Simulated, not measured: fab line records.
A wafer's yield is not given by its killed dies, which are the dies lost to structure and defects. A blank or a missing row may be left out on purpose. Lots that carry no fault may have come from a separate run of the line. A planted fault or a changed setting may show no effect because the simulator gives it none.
What tool caused it? -- flow gf180mcu -- 13 lots with 39 wafers sampled at 2 steps, on a route of 602 steps

WHAT THE GAUGES READ, wafer by wafer
GF_M5_OVL_MEAS_08. Usual: M5_OVL 0 nm, standard deviation 5.7.
lot,measured,on,M5_OVL (nm),flag
L440,day 26 05:04,overlay-02,7 9 9,
L441,day 26 15:06,overlay-02,-4 -9 -9,
L442,day 26 17:32,overlay-01,-1 -6 -5,
L444,day 27 18:46,overlay-02,5 3 0,
L445,day 27 19:18,overlay-01,-3 2 -5,
L446,day 28 01:52,overlay-02,-4 -3 1,
L448,day 28 22:36,overlay-01,6 4 5,
L450,day 29 15:34,overlay-02,1 2 -3,
L452,day 30 01:24,overlay-01,0 1 -1,
L454,day 30 15:35,overlay-02,-7 -7 -10,
L455,day 30 22:25,overlay-02,-2 3 -3,
L456,day 31 06:27,overlay-01,3 1 0,
L463,day 32 17:49,overlay-01,3 -7 -1,

TOOL THAT RAN EACH LOT (tool first, then ch and the chambers of the sampled wafers, then the start)
lot,GF_MIM_SPUTTER_02
L440,"pvd-sputter-03, day 24 10:08"
L441,"pvd-sputter-03, day 24 20:19"
L442,"pvd-sputter-02, day 24 22:47"
L444,"pvd-sputter-02, day 26 00:31"
L445,"pvd-sputter-03, day 26 01:03"
L446,"pvd-sputter-02, day 26 09:37"
L448,"pvd-sputter-03, day 27 06:23"
L450,"pvd-sputter-02, day 28 00:34"
L452,"pvd-sputter-03, day 28 11:23"
L454,"pvd-sputter-03, day 29 01:31"
L455,"pvd-sputter-03, day 29 09:33"
L456,"pvd-sputter-03, day 29 17:59"
L463,"pvd-sputter-02, day 31 07:05"
- GF_MIM_SPUTTER_02: material AlCu, target thk 450 nm, time 23.9 s.

WHAT THE TOOLS THEMSELVES READ (means of the sampled wafers that have a number; where no wafer has one, the mark that the record gives instead)
GF_MIM_SPUTTER_02. Usual: throttle-valve-pct reads 30.3 % (standard deviation 0.98).
lot,tool,throttle-valve-pct (%),flag
L440,pvd-sputter-03,30.1,
L441,pvd-sputter-03,30.4,
L442,pvd-sputter-02,30.0,
L444,pvd-sputter-02,30.0,
L445,pvd-sputter-03,30.6,
L446,pvd-sputter-02,31.2,
L448,pvd-sputter-03,30.6,
L450,pvd-sputter-02,29.9,
L452,pvd-sputter-03,30.5,
L454,pvd-sputter-03,30.3,
L455,pvd-sputter-03,30.5,
L456,pvd-sputter-03,30.1,
L463,pvd-sputter-02,29.9,

THE ANSWER, worked out from the rows above alone
Rule: lot off if the mean of its wafers having a number is beyond 3 standard deviations from the usual mean. Also off: a lot with no number at a reading for which 4 or more lots have one. Where the step has rows for the other lots, those lots are counted as sound. First the gauges in route order, then the tools' own readings, where a lot's mean is used as printed above. The first step at which some lot is off is used, and at that step the reading that is off furthest; a lot without a number counts as furthest.
No lot is off on any of the readings shown, so nothing can be concluded from this.

WHAT WAS PUT IN BY THE SIMULATOR
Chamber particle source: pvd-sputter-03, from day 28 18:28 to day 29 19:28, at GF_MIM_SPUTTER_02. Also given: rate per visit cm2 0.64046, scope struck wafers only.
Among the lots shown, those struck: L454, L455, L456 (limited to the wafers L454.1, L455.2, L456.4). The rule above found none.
